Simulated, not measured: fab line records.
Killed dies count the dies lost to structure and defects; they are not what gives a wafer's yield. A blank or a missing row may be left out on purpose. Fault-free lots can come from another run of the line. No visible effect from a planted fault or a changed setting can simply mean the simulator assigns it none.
fab line records -- flow gf180mcu
record lots=24, wafers=72, last-day=34
route steps=602 shown PSD@255 CONTACT@288 M1@321 V1@356 V3@444 M4@461
lots that met no fault: from a run of the same line without faults
start-h: hours from the record's first day to the start of the lot's first wafer shown -- wait-h: hours since the lot's step before -- " unchanged from the row above -- L1.1+2: one row covering several wafers at once -- - either no value or no given start -- * or withheld: withheld -- < > ~ a bound
route shown NAME@n: names a module that has steps shown in the file, with the first one's number in the route -- usual: the fault-free wafers' mean and standard deviation -- same: alike in all rows -- chamber/n: place in a boat -- sites: readings site by site -- _std_site: the values' standard deviation -- _edge_site: outer sites' mean less inner sites' -- radius-mm: how far each site lies from the wafer's centre -- mask NAME#n: copy n -- behind: the last tool/chamber to shape the wafer -- hold: the reason the lot was held/the length of the hold in hours/how it ended -- device: whichever transistor did not switch (one of n, p or np) -- end of line: tests of these same wafers at the route's end -- where a step has no rows: the recipe by itself -- killed: at the first sort, the dies lost to defects and structure; wafer yield is something else -- map: the dies of a wafer, with x for killed, . for not killed, _ for no die there
set.NAME: the setting the step ran with; set.NAME@STEP: the setting that earlier step ran with -- model.NAME: the simulator's own value behind a step, which no gauge read
route steps across a sampled set of lots; one table per step, one row per wafer
services: a tool's chamber out of use, with start hour (start-h, from the record's first day; less than 0 if before it), hours out, and reason
## steps
# step GF_PSD_CD_MEAS_07
# recipe target-cd-nm=400
# usual cd-nm=400.4/2.2
lot.wafer,tool,chamber,start-h,wait-h,cd-nm
L074.2,cd-sem-01,-,327.96,0.1,399.7
L074.3,cd-sem-01,-,327.96,0.1,399.2
L074.5,cd-sem-01,-,327.96,0.1,401.3
L075.1,cd-sem-01,-,333.07,0.1,394.7
L075.2,cd-sem-01,-,333.07,0.1,396.8
L075.3,cd-sem-01,-,333.07,0.1,397.0
L076.2,cd-sem-01,-,342.90,0.1,401.2
L076.5,cd-sem-01,-,342.90,0.1,401.2
L076.6,cd-sem-01,-,342.90,0.1,401.6
L077.1,cd-sem-02,-,355.03,0.1,401.9
L077.4,cd-sem-02,-,355.03,0.1,399.8
L077.5,cd-sem-02,-,355.03,0.1,399.9
L078.2,cd-sem-02,-,360.18,0.2,398.9
L078.4,cd-sem-02,-,360.18,0.2,397.7
L078.6,cd-sem-02,-,360.18,0.2,398.7
L079.1,cd-sem-01,-,363.48,0.2,405.7
L079.3,cd-sem-01,-,363.48,0.2,403.0
L079.4,cd-sem-01,-,363.48,0.2,402.3
L081.1,cd-sem-02,-,385.07,0.1,399.6
L081.2,cd-sem-02,-,385.07,0.1,398.4
L081.6,cd-sem-02,-,385.07,0.1,399.0
L080.2,cd-sem-02,-,386.34,0.1,400.5
L080.3,cd-sem-02,-,386.34,0.1,400.4
L080.4,cd-sem-02,-,386.34,0.1,398.7
L082.1,cd-sem-02,-,392.78,0.1,398.7
L082.3,cd-sem-02,-,392.78,0.1,397.2
L082.4,cd-sem-02,-,392.78,0.1,397.7
L083.1,cd-sem-02,-,397.19,0.1,401.6
L083.4,cd-sem-02,-,397.19,0.1,401.5
L083.5,cd-sem-02,-,397.19,0.1,401.6
L084.1,cd-sem-01,-,419.43,0.1,399.2
L084.3,cd-sem-01,-,419.43,0.1,400.0
L084.4,cd-sem-01,-,419.43,0.1,400.3
L085.2,cd-sem-02,-,421.71,0.1,401.4
L085.5,cd-sem-02,-,421.71,0.1,401.3
L085.6,cd-sem-02,-,421.71,0.1,400.0
L086.1,cd-sem-01,-,429.39,0.1,399.2
L086.3,cd-sem-01,-,429.39,0.1,401.7
L086.5,cd-sem-01,-,429.39,0.1,399.6
L087.1,cd-sem-01,-,439.39,0.1,401.3
L087.3,cd-sem-01,-,439.39,0.1,405.3
L087.4,cd-sem-01,-,439.39,0.1,403.9
L088.1,cd-sem-02,-,446.62,0.1,402.1
L088.3,cd-sem-02,-,446.62,0.1,400.0
L088.6,cd-sem-02,-,446.62,0.1,402.5
L089.1,cd-sem-02,-,453.14,0.1,400.3
L089.3,cd-sem-02,-,453.14,0.1,402.3
L089.6,cd-sem-02,-,453.14,0.1,400.2
L090.3,cd-sem-02,-,461.42,0.1,399.5
L090.4,cd-sem-02,-,461.42,0.1,399.5
L090.5,cd-sem-02,-,461.42,0.1,401.5
L091.3,cd-sem-01,-,470.76,0.1,397.9
L091.4,cd-sem-01,-,470.76,0.1,398.0
L091.6,cd-sem-01,-,470.76,0.1,400.0
L092.3,cd-sem-02,-,482.57,0.1,402.2
L092.5,cd-sem-02,-,482.57,0.1,399.5
L092.6,cd-sem-02,-,482.57,0.1,400.4
L093.2,cd-sem-02,-,485.46,0.1,401.8
L093.5,cd-sem-02,-,485.46,0.1,398.4
L093.6,cd-sem-02,-,485.46,0.1,400.5
L094.1,cd-sem-02,-,492.33,0.1,402.5
L094.4,cd-sem-02,-,492.33,0.1,404.7
L094.5,cd-sem-02,-,492.33,0.1,402.2
L095.4,cd-sem-02,-,499.59,0.1,402.1
L095.5,cd-sem-02,-,499.59,0.1,403.0
L095.6,cd-sem-02,-,499.59,0.1,401.5
L096.1,cd-sem-02,-,507.57,0.1,401.3
L096.3,cd-sem-02,-,507.57,0.1,399.3
L096.6,cd-sem-02,-,507.57,0.1,403.0
L097.1,cd-sem-01,-,510.19,0.1,396.5
L097.2,cd-sem-01,-,510.19,0.1,397.8
L097.3,cd-sem-01,-,510.19,0.1,399.5
# step GF_CONTACT_THK_MEAS_01
# recipe reads=SiO2_of_CONTACT_CVD_00
# usual CONTACT_CVD_00_THK=300/3.3
lot.wafer,tool,chamber,start-h,wait-h,CONTACT_CVD_00_THK[nm]
L074.2,film-metro-01,-,351.32,0.0,298
L074.3,film-metro-01,-,351.32,0.0,304
L074.5,film-metro-01,-,351.32,0.0,300
L075.1,film-metro-04,-,356.19,0.0,298
L075.2,film-metro-04,-,356.19,0.0,299
L075.3,film-metro-04,-,356.19,0.0,297
L076.2,film-metro-01,-,366.41,0.0,298
L076.5,film-metro-01,-,366.41,0.0,296
L076.6,film-metro-01,-,366.41,0.0,301
L077.1,film-metro-02,-,379.60,0.0,299
L077.4,film-metro-02,-,379.60,0.0,300
L077.5,film-metro-02,-,379.60,0.0,296
L078.2,film-metro-02,-,384.31,0.0,297
L078.4,film-metro-02,-,384.31,0.0,303
L078.6,film-metro-02,-,384.31,0.0,299
L079.1,film-metro-01,-,388.21,0.0,293
L079.3,film-metro-01,-,388.21,0.0,301
L079.4,film-metro-01,-,388.21,0.0,295
L081.1,film-metro-02,-,410.34,0.0,302
L081.2,film-metro-02,-,410.34,0.0,299
L081.6,film-metro-02,-,410.34,0.0,300
L080.2,film-metro-04,-,411.17,0.0,308
L080.3,film-metro-04,-,411.17,0.0,302
L080.4,film-metro-04,-,411.17,0.0,296
L082.1,film-metro-02,-,417.71,0.0,298
L082.3,film-metro-02,-,417.71,0.0,296
L082.4,film-metro-02,-,417.71,0.0,303
L083.1,film-metro-02,-,422.32,0.0,299
L083.4,film-metro-02,-,422.32,0.0,303
L083.5,film-metro-02,-,422.32,0.0,296
L084.1,film-metro-01,-,446.15,0.0,300
L084.3,film-metro-01,-,446.15,0.0,298
L084.4,film-metro-01,-,446.15,0.0,294
L085.2,film-metro-02,-,448.06,0.0,300
L085.5,film-metro-02,-,448.06,0.0,299
L085.6,film-metro-02,-,448.06,0.0,298
L086.1,film-metro-02,-,455.81,0.0,296
L086.3,film-metro-02,-,455.81,0.0,294
L086.5,film-metro-02,-,455.81,0.0,300
L087.1,film-metro-04,-,465.96,0.0,298
L087.3,film-metro-04,-,465.96,0.0,296
L087.4,film-metro-04,-,465.96,0.0,300
L088.1,film-metro-01,-,473.01,0.0,298
L088.3,film-metro-01,-,473.01,0.0,308
L088.6,film-metro-01,-,473.01,0.0,305
L089.1,film-metro-04,-,479.56,0.0,300
L089.3,film-metro-04,-,479.56,0.0,300
L089.6,film-metro-04,-,479.56,0.0,302
L090.3,film-metro-04,-,487.17,0.0,302
L090.4,film-metro-04,-,487.17,0.0,305
L090.5,film-metro-04,-,487.17,0.0,305
L091.3,film-metro-01,-,496.43,0.0,300
L091.4,film-metro-01,-,496.43,0.0,297
L091.6,film-metro-01,-,496.43,0.0,292
L092.3,film-metro-04,-,508.44,0.0,311
L092.5,film-metro-04,-,508.44,0.0,305
L092.6,film-metro-04,-,508.44,0.0,303
L093.2,film-metro-02,-,511.10,0.0,295
L093.5,film-metro-02,-,511.10,0.0,302
L093.6,film-metro-02,-,511.10,0.0,301
L094.1,film-metro-01,-,517.92,0.0,299
L094.4,film-metro-01,-,517.92,0.0,292
L094.5,film-metro-01,-,517.92,0.0,303
L095.4,film-metro-04,-,524.83,0.0,297
L095.5,film-metro-04,-,524.83,0.0,306
L095.6,film-metro-04,-,524.83,0.0,301
L096.1,film-metro-04,-,531.96,0.0,301
L096.3,film-metro-04,-,531.96,0.0,303
L096.6,film-metro-04,-,531.96,0.0,300
L097.1,film-metro-02,-,535.71,0.0,301
L097.2,film-metro-02,-,535.71,0.0,300
L097.3,film-metro-02,-,535.71,0.0,302
# step GF_M1_THK_MEAS_06
# recipe thk-meas-gauge=xrf, reads=AlCu_of_M1_SPUTTER_02
# usual M1_ALCU_THK=458/6
lot.wafer,tool,chamber,start-h,wait-h,M1_ALCU_THK[nm]
L074.2,film-metro-01,-,375.25,0.1,469
L074.3,film-metro-01,-,375.25,0.1,465
L074.5,film-metro-01,-,375.25,0.1,459
L075.1,film-metro-03,-,380.28,0.1,454
L075.2,film-metro-03,-,380.28,0.1,461
L075.3,film-metro-03,-,380.28,0.1,454
L076.2,film-metro-04,-,391.10,0.1,460
L076.5,film-metro-04,-,391.10,0.1,459
L076.6,film-metro-04,-,391.10,0.1,455
L077.1,film-metro-04,-,405.28,0.1,461
L077.4,film-metro-04,-,405.28,0.1,456
L077.5,film-metro-04,-,405.28,0.1,460
L078.2,film-metro-03,-,410.15,0.1,467
L078.4,film-metro-03,-,410.15,0.1,467
L078.6,film-metro-03,-,410.15,0.1,468
L079.1,film-metro-01,-,413.74,0.1,457
L079.3,film-metro-01,-,413.74,0.1,462
L079.4,film-metro-01,-,413.74,0.1,459
L081.1,film-metro-03,-,437.43,0.1,454
L081.2,film-metro-03,-,437.43,0.1,451
L081.6,film-metro-03,-,437.43,0.1,461
L080.2,film-metro-01,-,437.79,0.1,452
L080.3,film-metro-01,-,437.79,0.1,457
L080.4,film-metro-01,-,437.79,0.1,453
L082.1,film-metro-01,-,444.03,0.1,469
L082.3,film-metro-01,-,444.03,0.1,459
L082.4,film-metro-01,-,444.03,0.1,461
L083.1,film-metro-03,-,449.18,0.1,454
L083.4,film-metro-03,-,449.18,0.1,451
L083.5,film-metro-03,-,449.18,0.1,456
L084.1,film-metro-03,-,472.72,0.1,460
L084.3,film-metro-03,-,472.72,0.1,462
L084.4,film-metro-03,-,472.72,0.1,457
L085.2,film-metro-04,-,474.84,0.1,463
L085.5,film-metro-04,-,474.84,0.1,444
L085.6,film-metro-04,-,474.84,0.1,456
L086.1,film-metro-04,-,482.53,0.1,452
L086.3,film-metro-04,-,482.53,0.1,459
L086.5,film-metro-04,-,482.53,0.1,462
L087.1,film-metro-03,-,492.17,0.1,462
L087.3,film-metro-03,-,492.17,0.1,450
L087.4,film-metro-03,-,492.17,0.1,445
L088.1,film-metro-01,-,499.57,0.1,454
L088.3,film-metro-01,-,499.57,0.1,459
L088.6,film-metro-01,-,499.57,0.1,458
L089.1,film-metro-04,-,505.52,0.1,443
L089.3,film-metro-04,-,505.52,0.1,450
L089.6,film-metro-04,-,505.52,0.1,445
L090.3,film-metro-04,-,513.54,0.1,466
L090.4,film-metro-04,-,513.54,0.1,468
L090.5,film-metro-04,-,513.54,0.1,462
L091.3,film-metro-01,-,522.40,0.1,472
L091.4,film-metro-01,-,522.40,0.1,463
L091.6,film-metro-01,-,522.40,0.1,466
L092.3,film-metro-01,-,534.59,0.1,461
L092.5,film-metro-01,-,534.59,0.1,456
L092.6,film-metro-01,-,534.59,0.1,460
L093.2,film-metro-03,-,537.03,0.1,454
L093.5,film-metro-03,-,537.03,0.1,456
L093.6,film-metro-03,-,537.03,0.1,457
L094.1,film-metro-04,-,542.75,0.1,464
L094.4,film-metro-04,-,542.75,0.1,455
L094.5,film-metro-04,-,542.75,0.1,457
L095.4,film-metro-03,-,550.30,0.1,463
L095.5,film-metro-03,-,550.30,0.1,467
L095.6,film-metro-03,-,550.30,0.1,455
L096.1,film-metro-01,-,556.95,0.1,452
L096.3,film-metro-01,-,556.95,0.1,454
L096.6,film-metro-01,-,556.95,0.1,451
L097.1,film-metro-01,-,559.52,0.1,458
L097.2,film-metro-01,-,559.52,0.1,454
L097.3,film-metro-01,-,559.52,0.1,459
# step GF_V1_SPUTTER_21
# recipe material=Ti, target-thk-nm=15, chamber-pressure-pa=5, power-w=2500, substrate-temp-c=200, time-s=80.02
# usual substrate-temp-c=200.02/0.18, throttle-valve-pct=29.9/1.3
lot.wafer,tool,chamber,start-h,wait-h,substrate-temp-c,throttle-valve-pct
L074.2,pvd-sputter-04,-,424.22,0.0,199.76,33.4
L074.3,pvd-sputter-04,-,424.22,0.0,199.83,29.7
L074.5,pvd-sputter-04,-,424.22,0.0,200.12,29.2
L075.1,pvd-sputter-04,-,430.56,0.0,199.79,30.1
L075.2,pvd-sputter-04,-,430.56,0.0,200.04,29.0
L075.3,pvd-sputter-04,-,430.56,0.0,200.07,29.9
L076.2,pvd-sputter-04,-,441.24,0.0,199.59,30.2
L076.5,pvd-sputter-04,-,441.24,0.0,199.77,30.4
L076.6,pvd-sputter-04,-,441.24,0.0,200.29,33.5
L077.1,pvd-sputter-02,-,456.00,0.0,200.35,28.5
L077.4,pvd-sputter-02,-,456.00,0.0,200.22,29.7
L077.5,pvd-sputter-02,-,456.00,0.0,200.09,29.7
L078.2,pvd-sputter-01,-,461.06,0.0,199.93,30.5
L078.4,pvd-sputter-01,-,461.06,0.0,199.87,30.4
L078.6,pvd-sputter-01,-,461.06,0.0,200.09,31.1
L079.1,pvd-sputter-04,-,464.55,0.0,200.10,29.7
L079.3,pvd-sputter-04,-,464.55,0.0,199.98,29.2
L079.4,pvd-sputter-04,-,464.55,0.0,200.28,30.3
L081.1,pvd-sputter-01,-,488.96,0.0,200.08,30.6
L081.2,pvd-sputter-01,-,488.96,0.0,199.96,30.5
L081.6,pvd-sputter-01,-,488.96,0.0,199.85,30.9
L080.2,pvd-sputter-02,-,489.10,0.0,200.02,28.1
L080.3,pvd-sputter-02,-,489.10,0.0,200.07,29.8
L080.4,pvd-sputter-02,-,489.10,0.0,200.25,29.4
L082.1,pvd-sputter-04,-,494.70,0.0,200.00,30.2
L082.3,pvd-sputter-04,-,494.70,0.0,199.79,33.3
L082.4,pvd-sputter-04,-,494.70,0.0,200.15,28.8
L083.1,pvd-sputter-04,-,499.74,0.0,199.99,29.1
L083.4,pvd-sputter-04,-,499.74,0.0,200.00,30.2
L083.5,pvd-sputter-04,-,499.74,0.0,200.15,29.2
L084.1,pvd-sputter-04,-,522.61,0.0,200.18,33.3
L084.3,pvd-sputter-04,-,522.61,0.0,199.79,30.2
L084.4,pvd-sputter-04,-,522.61,0.0,200.11,29.2
L085.2,pvd-sputter-02,-,525.60,0.0,200.09,28.6
L085.5,pvd-sputter-02,-,525.60,0.0,199.88,30.0
L085.6,pvd-sputter-02,-,525.60,0.0,199.76,29.9
L086.1,pvd-sputter-02,-,532.03,0.0,199.78,28.6
L086.3,pvd-sputter-02,-,532.03,0.0,199.48,28.8
L086.5,pvd-sputter-02,-,532.03,0.0,200.17,29.8
L087.1,pvd-sputter-04,-,540.71,0.0,199.88,29.6
L087.3,pvd-sputter-04,-,540.71,0.0,200.06,33.4
L087.4,pvd-sputter-04,-,540.71,0.0,200.12,30.1
L088.1,pvd-sputter-04,-,548.75,0.0,199.96,29.1
L088.3,pvd-sputter-04,-,548.75,0.0,199.98,29.6
L088.6,pvd-sputter-04,-,548.75,0.0,200.18,28.9
L089.1,pvd-sputter-02,-,554.05,0.0,199.92,28.5
L089.3,pvd-sputter-02,-,554.05,0.0,200.02,28.6
L089.6,pvd-sputter-02,-,554.05,0.0,199.97,28.6
L090.3,pvd-sputter-04,-,560.34,0.0,200.08,29.8
L090.4,pvd-sputter-04,-,560.34,0.0,199.92,30.4
L090.5,pvd-sputter-04,-,560.34,0.0,200.16,33.3
L091.3,pvd-sputter-02,-,578.25,0.0,200.15,29.9
L091.4,pvd-sputter-02,-,578.25,0.0,200.36,29.6
L091.6,pvd-sputter-02,-,578.25,0.0,200.17,28.6
L092.3,pvd-sputter-04,-,580.75,0.0,199.96,33.5
L092.5,pvd-sputter-04,-,580.75,0.0,199.77,30.1
L092.6,pvd-sputter-04,-,580.75,0.0,200.04,29.3
L093.2,pvd-sputter-01,-,582.35,0.0,200.01,30.8
L093.5,pvd-sputter-01,-,582.35,0.0,199.88,30.8
L093.6,pvd-sputter-01,-,582.35,0.0,200.07,30.8
L094.1,pvd-sputter-01,-,588.05,0.0,200.17,31.0
L094.4,pvd-sputter-01,-,588.05,0.0,200.13,29.5
L094.5,pvd-sputter-01,-,588.05,0.0,200.24,30.5
L095.4,pvd-sputter-02,-,595.20,0.0,200.20,28.6
L095.5,pvd-sputter-02,-,595.20,0.0,200.21,29.8
L095.6,pvd-sputter-02,-,595.20,0.0,200.01,28.9
L096.1,pvd-sputter-02,-,603.48,0.0,200.18,29.4
L096.3,pvd-sputter-02,-,603.48,0.0,200.46,29.7
L096.6,pvd-sputter-02,-,603.48,0.0,200.04,29.5
L097.1,pvd-sputter-02,-,605.79,0.0,200.33,29.4
L097.2,pvd-sputter-02,-,605.79,0.0,199.99,28.3
L097.3,pvd-sputter-02,-,605.79,0.0,200.08,30.0
# step GF_V3_OVL_MEAS_15
# usual V3_OVL=-4/6.8
lot.wafer,tool,chamber,start-h,wait-h,V3_OVL[nm]
L074.2,overlay-02,-,528.21,0.1,-6
L074.3,overlay-02,-,528.21,0.1,-10
L074.5,overlay-02,-,528.21,0.1,-16
L075.1,overlay-02,-,532.91,0.1,3
L075.2,overlay-02,-,532.91,0.1,1
L075.3,overlay-02,-,532.91,0.1,9
L076.2,overlay-02,-,543.06,0.1,-22
L076.5,overlay-02,-,543.06,0.1,-4
L076.6,overlay-02,-,543.06,0.1,-12
L077.1,overlay-01,-,554.60,0.1,-11
L077.4,overlay-01,-,554.60,0.1,-15
L077.5,overlay-01,-,554.60,0.1,-5
L078.2,overlay-01,-,559.86,0.1,4
L078.4,overlay-01,-,559.86,0.1,3
L078.6,overlay-01,-,559.86,0.1,-3
L079.1,overlay-01,-,576.60,0.1,2
L079.3,overlay-01,-,576.60,0.1,-3
L079.4,overlay-01,-,576.60,0.1,-7
L081.1,overlay-01,-,583.79,0.1,-3
L081.2,overlay-01,-,583.79,0.1,1
L081.6,overlay-01,-,583.79,0.1,-1
L080.2,overlay-02,-,584.56,0.1,-7
L080.3,overlay-02,-,584.56,0.1,5
L080.4,overlay-02,-,584.56,0.1,-7
L082.1,overlay-02,-,590.06,0.1,-6
L082.3,overlay-02,-,590.06,0.1,4
L082.4,overlay-02,-,590.06,0.1,5
L083.1,overlay-01,-,594.94,0.1,-17
L083.4,overlay-01,-,594.94,0.1,-4
L083.5,overlay-01,-,594.94,0.1,-13
L084.1,overlay-02,-,622.70,0.1,-12
L084.3,overlay-02,-,622.70,0.1,-13
L084.4,overlay-02,-,622.70,0.1,-2
L085.2,overlay-01,-,622.84,0.1,4
L085.5,overlay-01,-,622.84,0.1,9
L085.6,overlay-01,-,622.84,0.1,-5
L086.1,overlay-01,-,626.00,0.1,-4
L086.3,overlay-01,-,626.00,0.1,-5
L086.5,overlay-01,-,626.00,0.1,-9
L087.1,overlay-01,-,631.05,0.1,-1
L087.3,overlay-01,-,631.05,0.1,-4
L087.4,overlay-01,-,631.05,0.1,-6
L088.1,overlay-02,-,637.46,0.1,-4
L088.3,overlay-02,-,637.46,0.1,-3
L088.6,overlay-02,-,637.46,0.1,-3
L089.1,overlay-01,-,644.04,0.1,-12
L089.3,overlay-01,-,644.04,0.1,-14
L089.6,overlay-01,-,644.04,0.1,-4
L090.3,overlay-02,-,649.81,0.1,-8
L090.4,overlay-02,-,649.81,0.1,3
L090.5,overlay-02,-,649.81,0.1,-9
L091.3,overlay-01,-,665.80,0.1,-6
L091.4,overlay-01,-,665.80,0.1,-11
L091.6,overlay-01,-,665.80,0.1,-19
L092.3,overlay-02,-,669.91,0.1,-10
L092.5,overlay-02,-,669.91,0.1,-6
L092.6,overlay-02,-,669.91,0.1,6
L093.2,overlay-01,-,670.46,0.1,-6
L093.5,overlay-01,-,670.46,0.1,-16
L093.6,overlay-01,-,670.46,0.1,-10
L094.1,overlay-01,-,675.79,0.1,-8
L094.4,overlay-01,-,675.79,0.1,-8
L094.5,overlay-01,-,675.79,0.1,-7
L095.4,overlay-01,-,682.82,0.1,-8
L095.5,overlay-01,-,682.82,0.1,5
L095.6,overlay-01,-,682.82,0.1,-1
L096.1,overlay-01,-,689.95,0.1,-4
L096.3,overlay-01,-,689.95,0.1,1
L096.6,overlay-01,-,689.95,0.1,1
L097.1,overlay-01,-,691.34,0.1,-8
L097.2,overlay-01,-,691.34,0.1,-12
L097.3,overlay-01,-,691.34,0.1,-9
# step GF_M4_RS_MEAS_05
# recipe thk-meas-gauge=four-point-probe, reads=TiN_of_M4_SPUTTER_04+Ti_of_M4_SPUTTER_03+AlCu_of_M4_SPUTTER_02+TiN_of_M4_SPUTTER_01+Ti_of_M4_SPUTTER_00
# usual M4_ALCU_RS=0.0696/0.00071
lot.wafer,tool,chamber,start-h,wait-h,M4_ALCU_RS[ohm/sq]
L074.2,film-metro-04,-,529.90,0.0,0.0703
L074.3,film-metro-04,-,529.90,0.0,0.0704
L074.5,film-metro-04,-,529.90,0.0,0.0700
L075.1,film-metro-02,-,534.54,0.0,0.0691
L075.2,film-metro-02,-,534.54,0.0,0.0687
L075.3,film-metro-02,-,534.54,0.0,0.0698
L076.2,film-metro-03,-,544.70,0.0,0.0688
L076.5,film-metro-03,-,544.70,0.0,0.0688
L076.6,film-metro-03,-,544.70,0.0,0.0688
L077.1,film-metro-03,-,556.77,0.0,0.0697
L077.4,film-metro-03,-,556.77,0.0,0.0682
L077.5,film-metro-03,-,556.77,0.0,0.0696
L078.2,film-metro-03,-,561.51,0.0,0.0688
L078.4,film-metro-03,-,561.51,0.0,0.0692
L078.6,film-metro-03,-,561.51,0.0,0.0687
L079.1,film-metro-03,-,578.21,0.0,0.0706
L079.3,film-metro-03,-,578.21,0.0,0.0695
L079.4,film-metro-03,-,578.21,0.0,0.0686
L081.1,film-metro-03,-,585.40,0.0,0.0692
L081.2,film-metro-03,-,585.40,0.0,0.0700
L081.6,film-metro-03,-,585.40,0.0,0.0689
L080.2,film-metro-02,-,586.19,0.0,0.0691
L080.3,film-metro-02,-,586.19,0.0,0.0692
L080.4,film-metro-02,-,586.19,0.0,0.0693
L082.1,film-metro-03,-,592.01,0.0,0.0690
L082.3,film-metro-03,-,592.01,0.0,0.0688
L082.4,film-metro-03,-,592.01,0.0,0.0693
L083.1,film-metro-04,-,596.55,0.0,0.0713
L083.4,film-metro-04,-,596.55,0.0,0.0707
L083.5,film-metro-04,-,596.55,0.0,0.0709
L085.2,film-metro-03,-,624.47,0.0,0.0694
L085.5,film-metro-03,-,624.47,0.0,0.0701
L085.6,film-metro-03,-,624.47,0.0,0.0695
L084.1,film-metro-03,-,624.65,0.0,0.0692
L084.3,film-metro-03,-,624.65,0.0,0.0687
L084.4,film-metro-03,-,624.65,0.0,0.0698
L086.1,film-metro-02,-,627.61,0.0,0.0699
L086.3,film-metro-02,-,627.61,0.0,0.0700
L086.5,film-metro-02,-,627.61,0.0,0.0704
L087.1,film-metro-02,-,632.75,0.0,0.0698
L087.3,film-metro-02,-,632.75,0.0,0.0690
L087.4,film-metro-02,-,632.75,0.0,0.0699
L088.1,film-metro-02,-,639.87,0.0,0.0692
L088.3,film-metro-02,-,639.87,0.0,0.0700
L088.6,film-metro-02,-,639.87,0.0,0.0692
L089.1,film-metro-03,-,645.65,0.0,0.0699
L089.3,film-metro-03,-,645.65,0.0,0.0690
L089.6,film-metro-03,-,645.65,0.0,0.0691
L090.3,film-metro-02,-,651.79,0.1,0.0692
L090.4,film-metro-02,-,651.79,0.1,0.0696
L090.5,film-metro-02,-,651.79,0.1,0.0686
L091.3,film-metro-03,-,667.84,0.1,0.0698
L091.4,film-metro-03,-,667.84,0.1,0.0691
L091.6,film-metro-03,-,667.84,0.1,0.0697
L092.3,film-metro-03,-,671.59,0.1,0.0688
L092.5,film-metro-03,-,671.59,0.1,0.0688
L092.6,film-metro-03,-,671.59,0.1,0.0685
L093.2,film-metro-03,-,672.43,0.0,0.0687
L093.5,film-metro-03,-,672.43,0.0,0.0693
L093.6,film-metro-03,-,672.43,0.0,0.0694
L094.1,film-metro-04,-,677.49,0.0,0.0708
L094.4,film-metro-04,-,677.49,0.0,0.0706
L094.5,film-metro-04,-,677.49,0.0,0.0711
L095.4,film-metro-02,-,684.60,0.1,0.0698
L095.5,film-metro-02,-,684.60,0.1,0.0695
L095.6,film-metro-02,-,684.60,0.1,0.0691
L096.1,film-metro-02,-,691.74,0.0,0.0712
L096.3,film-metro-02,-,691.74,0.0,0.0696
L096.6,film-metro-02,-,691.74,0.0,0.0697
L097.1,film-metro-03,-,693.09,0.0,0.0697
L097.2,film-metro-03,-,693.09,0.0,0.0683
L097.3,film-metro-03,-,693.09,0.0,0.0696
## services
tool,chamber,start-h,hours,kind
pvd-sputter-04,-,477.70,3.3,repair
pvd-sputter-01,0,499.37,-,consumable-replace:kit
pvd-sputter-01,0,499.37,18.0,scheduled-down
pvd-sputter-01,0,499.37,18.0,vent-cycle
pvd-sputter-01,-,557.31,3.1,repair
pvd-sputter-02,-,581.57,7.5,repair
pvd-sputter-01,-,588.58,15.1,repair
## key
fault none
